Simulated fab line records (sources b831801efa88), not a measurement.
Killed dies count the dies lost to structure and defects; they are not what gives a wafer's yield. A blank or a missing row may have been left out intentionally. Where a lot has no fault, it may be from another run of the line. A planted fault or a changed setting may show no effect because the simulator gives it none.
Comparing a struck lot with a sound one :: flow sky130 :: 42 steps out of a route of 708
Sound: wafers L410.2, L410.3, L410.5. Struck: wafers L416.1, L416.6. (L416.2 of the same lot was not struck and is left out.) The cause comes at the end.
Each step with rows lists, per side, the tool, then ch with its chambers, then its first start. Under that, the readings that differ: sound wafers :: struck wafers :: difference of the means :: sigmas: that difference in standard deviations of wafers without a fault.
alike: words and numbers the same on both sides, and readings whose means are apart by under 2 such deviations; not compared: readings that were withheld, readings missing a value for some wafer, numbers with overlapping values and no deviation given by the record, and bounds like >300 which may hide the same value.
A row with sigmas, a row that says differs or no value, or rows on one side alone: a step with any of these is where the two part. Numbers that don't overlap but have no deviation are shown without sigmas and don't part them. A reading that every wafer of one side lacks parts them only if that side has two wafers or more.

SKY_NWELL_RS_MEAS_31: uses a four-point probe to measure.
  sound: film metro-04 at day 6 10:05; struck: film metro-02 at day 7 18:20
  alike: PWDE_RS
then, 7 steps without rows for these wafers: SKY_VT_ADJUST_HVTP_DEHYDRATE_00 (time 60 s); SKY_VT_ADJUST_HVTP_HMDS_01 (prime time 60 s); SKY_VT_ADJUST_HVTP_COAT_02 (resist thk 1140 nm); SKY_VT_ADJUST_HVTP_SOFTBAKE_03 (time 60 s); SKY_VT_ADJUST_HVTP_EXPOSE_04 (exposes mask HVTPM, target cd 380 nm); SKY_VT_ADJUST_HVTP_PEB_05; SKY_VT_ADJUST_HVTP_DEVELOP_06 (develop time 60 s).
SKY_VT_ADJUST_HVTP_CD_MEAS_07: the cd target is 380 nm.
  sound: cd sem-02 at day 7 04:28; struck: cd sem-01 at day 8 14:41
  alike: cd nm
SKY_VT_ADJUST_HVTP_OVL_MEAS_08:
  sound: overlay-01 at day 7 04:34; struck: overlay-02 at day 8 14:49
  alike: VT_ADJUST_HVTP_OVL
next, for these wafers, 1 step has no rows: SKY_VT_ADJUST_HVTP_IMPLANT_09.
SKY_VT_ADJUST_HVTP_STRIP_10: strips in O2/N2.
  sound on plasma asher-01 ch 1, day 7 04:45; struck on plasma asher-01 ch 0, day 8 15:00
reading: drypump motor current A (A)
sound: 5.9 5.9 5.9
struck: 5.0 5.0
difference: -0.9
sigmas: -2
  alike: oes product au, strip time to endpoint s
  not compared: rf hours counter h
SKY_VT_ADJUST_HVTP_TW_MEAS_11:
  sound: film metro-03 at day 7 04:52; struck: film metro-02 at day 8 15:06
  alike: VT_ADJUST_HVTP_TW
then, 7 steps without rows for these wafers: SKY_VT_ADJUST_LVTN_DEHYDRATE_00 (time 60 s); SKY_VT_ADJUST_LVTN_HMDS_01 (prime time 60 s); SKY_VT_ADJUST_LVTN_COAT_02 (resist thk 3000 nm); SKY_VT_ADJUST_LVTN_SOFTBAKE_03; SKY_VT_ADJUST_LVTN_EXPOSE_04 (exposes mask NWM COMPLEMENT LESS NATIVE, target cd 840 nm); SKY_VT_ADJUST_LVTN_PEB_05; SKY_VT_ADJUST_LVTN_DEVELOP_06 (develop time 60 s).
SKY_VT_ADJUST_LVTN_OVL_MEAS_07:
  sound: overlay-01 at day 8 00:38; struck: overlay-01 at day 9 12:44
  alike: VT_ADJUST_LVTN_OVL
next, for these wafers, 1 step has no rows: SKY_VT_ADJUST_LVTN_IMPLANT_08.
SKY_VT_ADJUST_LVTN_STRIP_09: strips in O2/N2.
  sound on plasma asher-02 ch 0, day 8 00:49; struck on plasma asher-03 ch 0, day 9 12:56
reading: strip time to endpoint s (s)
sound: 37.09 37.14 37.10
struck: 36.91 36.93
difference: -0.19
sigmas: -2
  alike: drypump motor current A, oes product au
  not compared: rf hours counter h
SKY_VT_ADJUST_LVTN_TW_MEAS_10:
  sound: film metro-04 at day 8 00:55; struck: film metro-04 at day 9 13:02
  alike: VT_ADJUST_LVTN_TW
then, 7 steps without rows for these wafers: SKY_VT_ADJUST_LVTN_DEHYDRATE_11 (time 60 s); SKY_VT_ADJUST_LVTN_HMDS_12 (prime time 60 s); SKY_VT_ADJUST_LVTN_COAT_13 (resist thk 1140 nm); SKY_VT_ADJUST_LVTN_SOFTBAKE_14 (time 60 s); SKY_VT_ADJUST_LVTN_EXPOSE_15 (exposes mask HVN STD DERIVED, target cd 600 nm); SKY_VT_ADJUST_LVTN_PEB_16; SKY_VT_ADJUST_LVTN_DEVELOP_17 (develop time 60 s).
SKY_VT_ADJUST_LVTN_OVL_MEAS_18:
  sound: overlay-02 at day 8 21:30; struck: overlay-01 at day 10 10:44
reading: VT_ADJUST_LVTN_01_OVL (nm)
sound: -1.6 1.6 0.7
struck: 3.6 4.2
difference: +3.7
sigmas: +2
next, for these wafers, 1 step has no rows: SKY_VT_ADJUST_LVTN_IMPLANT_19.
SKY_VT_ADJUST_LVTN_STRIP_20: strips in O2/N2.
  sound on plasma asher-03 ch 0,1, day 8 21:41; struck on plasma asher-04 ch 1, day 10 10:55
  alike: drypump motor current A, oes product au, strip time to endpoint s
  not compared: rf hours counter h
SKY_VT_ADJUST_LVTN_TW_MEAS_21:
  sound: film metro-01 at day 8 21:47; struck: film metro-01 at day 10 11:01
  alike: VT_ADJUST_LVTN_2_TW
then, 6 steps without rows for these wafers: SKY_VT_ADJUST_NCORE_DEHYDRATE_00 (time 60 s); SKY_VT_ADJUST_NCORE_HMDS_01 (prime time 60 s); SKY_VT_ADJUST_NCORE_COAT_02 (resist thk 1140 nm); SKY_VT_ADJUST_NCORE_SOFTBAKE_03 (time 60 s); SKY_VT_ADJUST_NCORE_EXPOSE_04 (exposes mask LVTN COMPLEMENT THIN, target cd 380 nm); SKY_VT_ADJUST_NCORE_PEB_05.
-- a jump in the record: the struck wafers' starts before and after are 38 days apart (it breaks off in module VT_ADJUST_NCORE and resumes in module PAD_OPEN, where the first step shown is number 708 of the route) --
SKY_PAD_OPEN_PROBE_99:
  record: rows for the struck wafers here (prober-02, day 48 08:31), none for the sound ones

## WHERE THEY PART
First at SKY_VT_ADJUST_HVTP_STRIP_10; last, within this record, at SKY_PAD_OPEN_PROBE_99.

WHY: whatever the simulator had introduced
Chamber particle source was plasma asher-01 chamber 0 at SKY_VT_ADJUST_HVTP_STRIP_10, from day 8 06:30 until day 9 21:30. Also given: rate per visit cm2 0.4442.
